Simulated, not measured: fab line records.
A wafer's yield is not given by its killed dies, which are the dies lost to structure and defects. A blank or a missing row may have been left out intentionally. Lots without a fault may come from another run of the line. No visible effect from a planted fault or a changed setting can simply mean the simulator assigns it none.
Matching of chambers -- flow gf180mcu -- 3 sister chambers for GF_PASSIVATION_CVD_00 on pecvd-02
The step deposits SiO2 from TEOS, target thk 1000 nm, time 111.95 s. 3 wafers are shown with their chamber, then 7 later ones without.

WAFERS, EACH WITH ITS CHAMBER
wafer,chamber,heaterPowerW (W)
L967.1,2,631
L976.2,0,622
L976.3,1,471

WAFERS WITH NO CHAMBER GIVEN
wafer,heaterPowerW (W)
L976.6,573
L978.1,678
L978.2,530
L978.6,572
L979.1,616
L979.5,555
L979.6,695

CHAMBER TAKEN BY EACH
wafer,from the rows above,in truth
L976.6,can't be placed: 0 or 2 or 1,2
L978.1,can't be placed: 2 or 0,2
L978.2,can't be placed: 1 or 0 or 2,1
L978.6,can't be placed: 0 or 2 or 1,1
L979.1,can't be placed: 0 or 2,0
L979.5,can't be placed: 0 or 2 or 1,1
L979.6,can't be placed: 2 or 0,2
0 of 7 placed correctly. Can't be placed from these rows: 7 (the true chamber is among the candidates in 7). 0 placed wrongly.
How it was worked out, from the rows above alone: a wafer's distance from a chamber is the root of the sum, over the readings, of the square of ((its reading less the chamber's mean) divided by the reading's scatter). The wafer belongs to the nearest chamber; if the next one is less than 2 further off, it can't be placed. Each chamber's mean is taken over the wafers shown for it. The scatter: root of mean squared gap, hidden wafer to nearest shown wafer, with one shown wafer a chamber.
